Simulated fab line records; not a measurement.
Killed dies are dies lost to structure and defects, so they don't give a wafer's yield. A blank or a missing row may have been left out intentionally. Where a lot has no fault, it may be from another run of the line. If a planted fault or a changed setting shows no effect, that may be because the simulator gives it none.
Which of the tools did it? | flow gf180mcu | route of 602 steps, sampled at 1 step: 7 lots, 21 wafers

## WHAT THE GAUGES READ, wafer by wafer
GF_M1_RS_MEAS_05: uses a four-point probe to measure.
lot  | measured     | on           | M1_ALCU_RS (ohm/sq)
L312 | day 16 18:04 | filmMetro-02 | 0.0694 0.0697 0.0684
L315 | day 17 17:10 | filmMetro-03 | 0.0677 0.0678 0.0669
L317 | day 18 19:16 | filmMetro-04 | 0.0698 0.0691 0.0691
L319 | day 19 10:34 | filmMetro-02 | 0.0692 0.0695 0.0691
L328 | day 22 14:29 | filmMetro-02 | 0.0688 0.0677 0.0680
L332 | day 24 01:11 | filmMetro-03 | 0.0698 0.0696 0.0702
L333 | day 24 11:58 | filmMetro-04 | 0.0682 0.0700 0.0687

## EACH LOT AND THE TOOL THAT RAN IT (in order: tool; ch and the chambers of the sampled wafers; start)
Record: no process step prior to these readings.

## THE ANSWER, worked out from the rows above alone
Rule: the usual values come from the lots themselves. Put in order of their means at a reading, lots are off if they are a third of the lots or fewer, leave a main group of 4 or more, and stand apart from it by a gap of 3 or more times the standard deviation of the main group's means; of several such gaps the widest counts. Not used: any main group whose means are identical at the precision the tables above print for the reading. Also off: a lot with no number at a reading for which 4 or more lots have one. Any other lot the step has rows for is counted as sound.
Nothing can be told from this: no lot is off at any reading shown.

## WHAT THE SIMULATOR HAD PUT IN
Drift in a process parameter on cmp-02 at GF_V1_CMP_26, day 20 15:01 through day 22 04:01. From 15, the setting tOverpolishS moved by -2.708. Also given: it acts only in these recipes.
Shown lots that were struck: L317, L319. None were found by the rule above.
